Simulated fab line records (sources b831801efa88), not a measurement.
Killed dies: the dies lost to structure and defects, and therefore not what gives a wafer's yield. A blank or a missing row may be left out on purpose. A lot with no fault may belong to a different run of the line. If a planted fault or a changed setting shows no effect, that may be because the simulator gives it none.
fab line records	flow sky130
record lots=6	wafers=18	lastDay=50
route steps=708 shown NWELL@60 PAD_OPEN@708
lots untouched by any fault: they come from a run of this same line in which no faults occurred
startH: start of the lot's first displayed wafer, in hours after the record's first day	waitH: hours from the lot's prior step to this one	" identical to the entry in the row above	L1.1+2: a row that stands for several wafers	- no value, or no start given	* or withheld: withheld	< > ~ a bound
route shown NAME@n: names a module that has steps shown in the file, with the first one's number in the route	usual: average and standard deviation across the fault-free wafers	same: alike in all rows	chamber/n: place in a boat	sites: each site's reading	_std_site: how widely they spread, as a standard deviation	_edge_site: the outer-site mean with the inner-site mean subtracted	radiusMm: how far each site lies from the wafer's centre	mask NAME#n: copy n	behind: the most recent tool/chamber to have shaped the wafer	hold: why the lot went on hold/how many hours it stayed there/how the hold came to an end	device: which transistor (n, p or np) failed to switch	end of line: tests run on the same wafers once the route is complete	for a step that has no rows: nothing shown but its recipe	killed: not the wafer's yield, but the dies lost to structure and defects at the first sort	map: shows each die of a wafer: x if killed, . if not, _ if none is there
set.NAME: setting as actually run; set.NAME@STEP: the setting as run at that earlier step	model.NAME: the simulator's own value behind a step, which no gauge read
a table for each step, a row for each wafer; lots at some steps of the route
services: the hour from which a tool's chamber was out of use, counted from the record's first day as startH (under 0 if before that day), plus the number of hours and why
## steps
# step SKY_NWELL_EXPOSE_07
# recipe maskId=NWM	na=0.6	sourceShape=conventional	sigmaOuter=0.6	polarization=unpolarized	targetCdNm=840	doseMj=255
# step SKY_NWELL_PEB_08
# recipe tempC=115	timeS=withheld
# step SKY_NWELL_DEVELOP_09
# recipe wallAngleDeg=90	developer=TMAH	developTimeS=60	devTempC=23
# step SKY_NWELL_OVL_MEAS_10
# usual NWELL_00_OVL=-0.6/1.4
lot.wafer	tool	chamber	startH	waitH	NWELL_00_OVL[nm]
L128.1	overlay-02	-	89.95	-	-0.5
L128.3	"	-	"	"	-0.9
L128.6	"	-	"	"	-0.7
L133.1	overlay-02	-	119.71	-	-1.6
L133.3	"	-	"	"	-2.6
L133.5	"	-	"	"	-0.6
L137.1	overlay-02	-	150.93	-	-0.6
L137.2	"	-	"	"	1.0
L137.4	"	-	"	"	-0.7
L140.1	overlay-02	-	169.08	-	-0.9
L140.3	"	-	"	"	0.3
L140.4	"	-	"	"	0.3
L147.2	overlay-02	-	201.21	-	-2.8
L147.5	"	-	"	"	-2.5
L147.6	"	-	"	"	-3.1
L149.3	overlay-02	-	219.37	-	1.0
L149.4	"	-	"	"	0.9
L149.5	"	-	"	"	0.8
# step SKY_NWELL_IMPLANT_11
# recipe species=P	energyKev=400	doseCm2=1.9e+13	tiltDeg=withheld
# step SKY_NWELL_IMPLANT_12
# recipe species=P	energyKev=120	doseCm2=1.3e+12	tiltDeg=withheld
# step SKY_NWELL_IMPLANT_13
# recipe species=P	energyKev=50	doseCm2=7e+11	tiltDeg=withheld
# step SKY_NWELL_STRIP_14
# recipe chemistry=O2/N2	powerW=1400	pressureMtorr=1500	platenTempC=withheld	o2FlowSccm=3000	n2FlowSccm=300	overashFraction=0.5
# usual drypumpMotorCurrentA=5.5/0.46	o2FlowSccm=3002/8.6	oesProductAu=0.723/0.0049	stripTimeToEndpointS=36.90/0.11
lot.wafer	tool	chamber	startH	waitH	drypumpMotorCurrentA	o2FlowSccm	oesProductAu	rfHoursCounterH	stripTimeToEndpointS
L128.1	plasmaAsher-04	0	90.44	0.1	4.9	2998	0.732	27	36.90
L128.3	"	0	"	"	4.9	3011	0.722	-	36.86
L128.6	"	0	"	"	5.0	3005	0.718	-	36.93
L133.1	plasmaAsher-03	1	120.19	0.1	6.0	2994	0.727	44	36.97
L133.3	"	0	"	"	5.8	3000	0.728	-	36.98
L133.5	"	0	"	"	5.8	3004	0.719	-	36.93
L137.1	plasmaAsher-04	0	151.42	0.1	4.9	2998	0.725	33	36.99
L137.2	"	1	"	"	5.8	3003	0.734	33	36.99
L137.4	"	1	"	"	5.9	3008	0.724	-	36.93
L140.1	plasmaAsher-02	0	169.57	0.1	5.0	3001	0.730	49	36.85
L140.3	"	1	"	"	4.9	3007	0.726	-	37.01
L140.4	"	0	"	"	5.0	3008	0.728	-	36.99
L147.2	plasmaAsher-04	0	201.69	0.1	5.0	2992	0.719	37	36.87
L147.5	"	1	"	"	5.9	2987	0.715	-	37.02
L147.6	"	0	"	"	5.0	3012	0.722	-	36.98
L149.3	plasmaAsher-04	0	219.88	0.1	5.0	3008	0.724	-	37.02
L149.4	"	1	"	"	5.9	3012	0.728	-	37.10
L149.5	"	1	"	"	5.9	2999	0.725	-	37.10
# step SKY_NWELL_TW_MEAS_15
# usual NWELL_TW=1824/11
lot.wafer	tool	chamber	startH	waitH	NWELL_TW
L128.1	filmMetro-02	-	90.54	0.1	1813
L128.3	"	-	"	"	1821
L128.6	"	-	"	"	1809
L133.1	filmMetro-03	-	120.29	0.1	1832
L133.3	"	-	"	"	1826
L133.5	"	-	"	"	1830
L137.1	filmMetro-03	-	151.52	0.1	1835
L137.2	"	-	"	"	1832
L137.4	"	-	"	"	1838
L140.1	filmMetro-01	-	169.67	0.1	1828
L140.3	"	-	"	"	1841
L140.4	"	-	"	"	1845
L147.2	filmMetro-01	-	201.80	0.1	1817
L147.5	"	-	"	"	1825
L147.6	"	-	"	"	1820
L149.3	filmMetro-01	-	219.96	0.1	1812
L149.4	"	-	"	"	1825
L149.5	"	-	"	"	1815
# step SKY_NWELL_DEHYDRATE_16
# recipe tempC=200	timeS=60
# step SKY_NWELL_HMDS_17
# recipe primeTimeS=60	primeTempC=120
# step SKY_NWELL_COAT_18
# recipe spinRpm=2000	resistThkNm=3000
# step SKY_NWELL_SOFTBAKE_19
# recipe tempC=110	timeS=withheld
# usual heaterPowerTotalW=65.33/0.14	plateTempC=110.00/0.16
lot.wafer	tool	chamber	startH	waitH	heaterPowerTotalW	plateTempC	model.coat_of_NWELL_COAT_18.thkNm
L128.1	lithoTrack-02	0	98.25	0.1	65.52	110.02	3002
L128.3	"	0	"	"	65.28	109.71	2995
L128.6	"	0	"	"	65.50	109.98	2999
L133.1	lithoTrack-01	0	129.48	0.1	67.94	113.07	2972
L133.3	"	0	"	"	67.90	112.93	2976
L133.5	"	0	"	"	67.59	113.03	2974
L137.1	lithoTrack-01	0	161.48	0.1	67.58	113.25	2985
L137.2	"	0	"	"	67.61	113.14	2981
L137.4	"	0	"	"	67.76	113.03	2979
L140.1	lithoTrack-02	0	178.75	0.1	65.38	110.14	2984
L140.3	"	0	"	"	65.35	109.97	2994
L140.4	"	0	"	"	65.19	109.83	3002
L147.2	lithoTrack-01	0	212.37	0.1	65.41	109.74	2999
L147.5	"	0	"	"	65.34	109.73	2999
L147.6	"	0	"	"	65.39	109.81	2998
L149.3	lithoTrack-01	0	230.90	0.1	65.15	110.05	3001
L149.4	"	0	"	"	65.54	110.02	3003
L149.5	"	0	"	"	65.53	110.19	2999
# step SKY_NWELL_EXPOSE_20
# recipe maskId=NWM_COMPLEMENT	na=0.6	sourceShape=conventional	sigmaOuter=0.6	polarization=unpolarized	targetCdNm=840	doseMj=260
# step SKY_NWELL_PEB_21
# recipe tempC=115	timeS=withheld
# step SKY_NWELL_DEVELOP_22
# recipe wallAngleDeg=90	developer=TMAH	developTimeS=60	devTempC=23
# usual developerTempC=22.99/0.11
lot.wafer	tool	chamber	startH	waitH	developerTempC	model.coat_of_NWELL_COAT_18.thkNm
L128.1	lithoTrack-01	0	-	-	22.83	2997
L128.3	"	0	"	"	22.82	2990
L128.6	"	0	"	"	22.85	2995
L133.1	lithoTrack-01	0	-	-	23.02	2968
L133.3	"	0	"	"	22.99	2972
L133.5	"	0	"	"	23.07	2970
L137.1	lithoTrack-01	0	-	-	22.88	2981
L137.2	"	0	"	"	22.91	2977
L137.4	"	0	"	"	22.96	2974
L140.1	lithoTrack-02	0	-	-	22.87	2979
L140.3	"	0	"	"	22.96	2990
L140.4	"	0	"	"	23.06	2998
L147.2	lithoTrack-02	0	-	-	22.86	2995
L147.5	"	0	"	"	22.94	2994
L147.6	"	0	"	"	22.94	2993
L149.3	lithoTrack-02	0	-	-	22.94	2996
L149.4	"	0	"	"	23.11	2998
L149.5	"	0	"	"	22.81	2994
# step SKY_NWELL_OVL_MEAS_23
# usual NWELL_01_OVL=1.4/1.4
lot.wafer	tool	chamber	startH	waitH	NWELL_01_OVL[nm]
L128.1	overlay-02	-	107.03	-	2.1
L128.3	"	-	"	"	1.3
L128.6	"	-	"	"	2.0
L133.1	overlay-01	-	139.58	-	-0.6
L133.3	"	-	"	"	1.7
L133.5	"	-	"	"	1.6
L137.1	overlay-01	-	171.03	-	0.0
L137.2	"	-	"	"	0.2
L137.4	"	-	"	"	0.3
L140.1	overlay-01	-	189.40	-	1.0
L140.3	"	-	"	"	-0.9
L140.4	"	-	"	"	1.7
L147.2	overlay-02	-	223.41	-	-1.7
L147.5	"	-	"	"	-2.1
L147.6	"	-	"	"	-1.2
L149.3	overlay-02	-	241.91	-	1.2
L149.4	"	-	"	"	1.7
L149.5	"	-	"	"	0.2
# step SKY_NWELL_IMPLANT_24
# recipe species=B	energyKev=140	doseCm2=9.325e+12	tiltDeg=withheld
# step SKY_NWELL_STRIP_25
# recipe chemistry=O2/N2	powerW=1400	pressureMtorr=1500	platenTempC=withheld	o2FlowSccm=3000	n2FlowSccm=300	overashFraction=0.5
# usual drypumpMotorCurrentA=5.4/0.45	o2FlowSccm=3000/8.3	oesProductAu=0.722/0.0046	stripTimeToEndpointS=36.92/0.087
lot.wafer	tool	chamber	startH	waitH	drypumpMotorCurrentA	o2FlowSccm	oesProductAu	rfHoursCounterH	stripTimeToEndpointS
L128.1	plasmaAsher-02	1	107.22	0.1	4.9	2996	0.717	43	36.92
L128.3	"	1	"	"	4.9	3001	0.723	-	36.84
L128.6	"	0	"	"	5.0	3001	0.721	-	36.88
L133.1	plasmaAsher-04	1	139.77	0.1	5.8	3005	0.726	32	36.59
L133.3	"	1	"	"	5.8	3001	0.722	-	36.63
L133.5	"	0	"	"	5.0	2995	0.721	-	36.60
L137.1	plasmaAsher-04	1	171.22	0.1	5.9	3000	0.727	35	36.73
L137.2	"	0	"	"	4.9	3000	0.718	35	36.71
L137.4	"	0	"	"	4.9	3001	0.721	-	36.65
L140.1	plasmaAsher-04	0	189.59	0.1	5.0	3000	0.722	36	36.71
L140.3	"	0	"	"	5.0	2997	0.719	-	36.84
L140.4	"	1	"	"	5.8	3002	0.723	-	36.94
L147.2	plasmaAsher-02	0	223.59	0.1	5.0	2997	0.716	54	36.92
L147.5	"	1	"	"	4.9	2995	0.729	-	36.90
L147.6	"	0	"	"	5.0	2990	0.721	-	36.89
L149.3	plasmaAsher-03	0	242.12	0.1	5.8	2982	0.708	-	36.92
L149.4	"	1	"	"	6.0	3002	0.721	-	36.95
L149.5	"	1	"	"	6.0	3008	0.720	-	36.89
# step SKY_NWELL_TW_MEAS_26
# usual NWELL_2_TW=499.5/2.6
lot.wafer	tool	chamber	startH	waitH	NWELL_2_TW
L128.1	filmMetro-01	-	107.32	0.1	498.7
L128.3	"	-	"	"	504.5
L128.6	"	-	"	"	501.6
L133.1	filmMetro-03	-	139.87	0.1	504.6
L133.3	"	-	"	"	503.8
L133.5	"	-	"	"	501.1
L137.1	filmMetro-02	-	171.32	0.1	500.5
L137.2	"	-	"	"	498.6
L137.4	"	-	"	"	498.7
L140.1	filmMetro-03	-	189.69	0.1	501.7
L140.3	"	-	"	"	500.2
L140.4	"	-	"	"	503.3
L147.2	filmMetro-01	-	223.70	0.1	498.4
L147.5	"	-	"	"	502.3
L147.6	"	-	"	"	499.6
L149.3	filmMetro-03	-	242.21	0.1	505.2
L149.4	"	-	"	"	503.5
L149.5	"	-	"	"	502.3
# step SKY_PAD_OPEN_PROBE_99
# usual killed_at_M0_to_M3=43/6.5	killed_at_M4_up=3.1/1.8	killedAtContacts=24/4.8	killedAtFrontEnd=15/4.7	killedAtOther=0.3/0.58	killedDies=86/8.6	killedOpen=47/6.7	killedShort=39/6.1
# same grossDies=492	killedAtBackSide=0
lot.wafer	tool	chamber	startH	waitH	killed_at_M0_to_M3	killed_at_M4_up	killedAtContacts	killedAtFrontEnd	killedAtOther	killedDies	killedOpen	killedShort
L140.1	prober-02	-	1157.07	0.1	31	2	22	22	0	77	41	36
L140.3	prober-02	-	1157.17	0.2	46	2	36	20	2	106	64	42
L140.4	prober-02	-	1157.22	0.2	43	5	29	20	0	97	45	52
L147.2	prober-02	-	1183.77	0.1	44	7	36	11	1	99	61	38
L147.5	prober-02	-	1183.92	0.2	40	5	16	9	0	70	37	33
L147.6	prober-02	-	1183.97	0.2	52	2	22	11	0	87	46	41
# killed by level:class
L140.1 LI_CONTACT:geometricParticle:open=11 POLY_GATE:geometricParticle:short=9 METAL1:geometricParticle:short=7 VIA2:geometricParticle:open=7 CONTACT:geometricParticle:open=7 FIELD_ISO:geometricParticle:short=6 VIA1:geometricParticle:open=6 FIELD_ISO:geometricParticle:open=3
L140.3 VIA1:geometricParticle:open=18 LI_CONTACT:geometricParticle:open=11 CONTACT:geometricParticle:open=10 VIA2:geometricParticle:open=7 POLY_GATE:geometricParticle:open=5 METAL2:geometricParticle:short=5 CONTACT:geometricParticle:short=5 METAL1:geometricParticle:short=5
L140.4 CONTACT:geometricParticle:open=9 METAL1:geometricParticle:short=8 LOCAL_INTERCONNECT:geometricParticle:short=6 VIA1:geometricParticle:open=6 METAL2:geometricParticle:short=6 POLY_GATE:geometricParticle:short=5 VIA2:geometricParticle:short=5 VIA2:geometricParticle:open=5
L147.2 VIA2:geometricParticle:open=14 LI_CONTACT:geometricParticle:open=11 CONTACT:geometricParticle:open=10 CONTACT:geometricParticle:short=7 METAL1:geometricParticle:short=6 VIA1:geometricParticle:open=6 VIA3:geometricParticle:open=5 FIELD_ISO:geometricParticle:open=4
L147.5 METAL1:geometricParticle:short=12 VIA1:geometricParticle:open=8 FIELD_ISO:geometricParticle:open=5 CONTACT:geometricParticle:open=5 LOCAL_INTERCONNECT:geometricParticle:short=4 VIA2:geometricParticle:open=4 METAL4:geometricParticle:short=4 LI_CONTACT:geometricParticle:open=3
L147.6 VIA1:geometricParticle:open=12 CONTACT:geometricParticle:open=8 METAL3:geometricParticle:short=6 VIA3:geometricParticle:open=6 LI_CONTACT:geometricParticle:open=5 VIA2:geometricParticle:open=5 CONTACT:geometricParticle:short=4 METAL2:geometricParticle:short=4
## services
tool	chamber	startH	hours	kind
plasmaAsher-02	-	129.05	0.7	repair
## key
firstSign step=SKY_NWELL_SOFTBAKE_19	reading=plateTempC	direction=up	sigmas=20	usual=*	struck=*
effect step=SKY_NWELL_SOFTBAKE_19	reading=heaterPowerTotalW	direction=up	sigmas=17	usual=*	struck=*
effect step=SKY_NWELL_STRIP_25	reading=stripTimeToEndpointS	direction=down	sigmas=3	usual=*	struck=*
modelEffect step=SKY_NWELL_SOFTBAKE_19	value=coat_of_NWELL_COAT_18.thkNm	without=3003	struck=2978
modelEffect step=SKY_NWELL_DEVELOP_22	value=coat_of_NWELL_COAT_18.thkNm	without=2998	struck=2974
metAt SKY_NWELL_SOFTBAKE_19
struckWafers L133.1,L133.3,L133.5,L137.1,L137.2,L137.4
testerLeftOut L133,L137
fault kind=processParameterDrift	tool=lithoTrack-01	chamber=-	onsetH=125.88	steps=SKY_NWELL_SOFTBAKE_19	channel=tempC	offset=*	shape=step	endH=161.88	actsIn=*	stated=*
# testerLeftOut: of these lots the tester's yield and bins aren't shown, on N5 and GAA mostly nor the transistor test; their killed dies are dies lost to structure and defects alone, not to doping, threshold or leakage, so they don't give the yield
